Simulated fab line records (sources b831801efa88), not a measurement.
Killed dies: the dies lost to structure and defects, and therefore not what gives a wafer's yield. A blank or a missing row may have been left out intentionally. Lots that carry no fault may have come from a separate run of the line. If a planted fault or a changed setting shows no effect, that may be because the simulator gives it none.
Split-lot trial ; flow sky130 ; on a route of 708 steps: 5 lots, 23 wafers read

SPLIT DETAILS
At SKY_FIELD_ISO_EXPOSE_10 (exposes mask FOM, target cd 150 nm), the setting dose_mj was moved away from the recipe's 28 on 10 of the 23 wafers read, by -5.2% to +6.9%. For the rest of the wafers, this setting stayed at what the recipe calls for.

FROM THE SPLIT TO THE READING: what the file shows between them, 2 steps
- SKY_FIELD_ISO_PEB_11
- SKY_FIELD_ISO_DEVELOP_12: develop time 60 s

THE READING
cd_nm (nm) at SKY_FIELD_ISO_CD_MEAS_13, where the cd target is 150 nm. Typical for fault-free wafers on this fab line: 150.0 nm, with standard deviation 1.4 nm.

wafer;tool, chamber at the split;dose_mj as run;against the recipe;cd_nm, nm;against lot-mates on the recipe
L079.1;krf_scanner-01, 0;26.74;-4.5%;158.9;+8.6
L079.2;krf_scanner-01, 0;26.74;-4.5%;160.5;+10.2
L079.3;krf_scanner-01, 0;28;recipe;151.2;-
L079.4;krf_scanner-01, 0;28;recipe;149.4;-
L079.6;krf_scanner-01, 0;26.74;-4.5%;162.1;+11.8
L080.1;krf_scanner-02, 0;28;recipe;150.8;-
L080.2;krf_scanner-02, 0;28;recipe;152.6;-
L080.4;krf_scanner-02, 0;29.94;+6.9%;138.6;-12.6
L080.5;krf_scanner-02, 0;28;recipe;150.2;-
L080.6;krf_scanner-02, 0;29.94;+6.9%;138.2;-13.0
L081.1;krf_scanner-01, 0;28;recipe;150.1;-
L081.2;krf_scanner-01, 0;28;recipe;150.3;-
L081.3;krf_scanner-01, 0;28;recipe;149.9;-
L084.2;krf_scanner-01, 0;27.01;-3.5%;155.2;+5.7
L084.3;krf_scanner-01, 0;28;recipe;150.0;-
L084.4;krf_scanner-01, 0;27.01;-3.5%;155.5;+6.0
L084.5;krf_scanner-01, 0;27.01;-3.5%;155.0;+5.5
L084.6;krf_scanner-01, 0;28;recipe;149.0;-
L085.1;krf_scanner-02, 0;28;recipe;149.2;-
L085.2;krf_scanner-02, 0;26.55;-5.2%;159.1;+10.1
L085.3;krf_scanner-02, 0;28;recipe;148.5;-
L085.5;krf_scanner-02, 0;28;recipe;149.2;-
L085.6;krf_scanner-02, 0;26.55;-5.2%;158.8;+9.8

THE FIT
A straight line over all 23 wafers: cd_nm changes by -1.8 nm for each +1% of dose_mj; r = -0.97; the points scatter about the line by 1.4 nm.
The same after taking each lot's own level away (the mean of its wafers on the recipe; 23 wafers): -1.92 nm for each +1%; r = -0.99; scatter 1 nm.
The reading moves by 13 nm for the largest change in dose_mj, on that fit.
From 148.97 to 151.20 nm: that is the span of the lots' own levels, equal to 1.6 times the standard deviation above.
The two slopes agree, so the slope changes little with the lot-to-lot level.
Check: with one of the wafers moved furthest among these (+6.9%) left out of the fit, the line predicts -13.5 nm for it against its lot-mates. Against them it came out at -12.6 nm.

OTHER SPLITS ON THESE WAFERS
Other splits were also applied to these wafers ahead of the reading. Each is held against what the fit with the lots' levels taken away leaves over:
other split on the same wafers;wafers away from the commonest value;r with cd_nm (lot level and that fit taken away)
SKY_FIELD_ISO_OXIDATION_01 temp_c;15;-0.21

THE WHOLE CHAIN: every reading that the file lists as answering this split, in the file's order
step;what it does;reading;change (the file's fit);r (the file's)
SKY_FIELD_ISO_CD_MEAS_13;target cd 150 nm;cd_nm;-1.92 nm for each +1% of the setting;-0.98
SKY_FIELD_ISO_ETCH_14;etches BARC in N2/H2, stops on SiO2, time 45.9 s, target depth 60 nm;FIELD_ISO.cd_nm (the simulator's own value, which no gauge read);-1.82 nm for each +1% of the setting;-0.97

THE FILE'S OWN FIT
cd_nm changes by -1.92 nm for each +1% of dose_mj, r = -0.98.
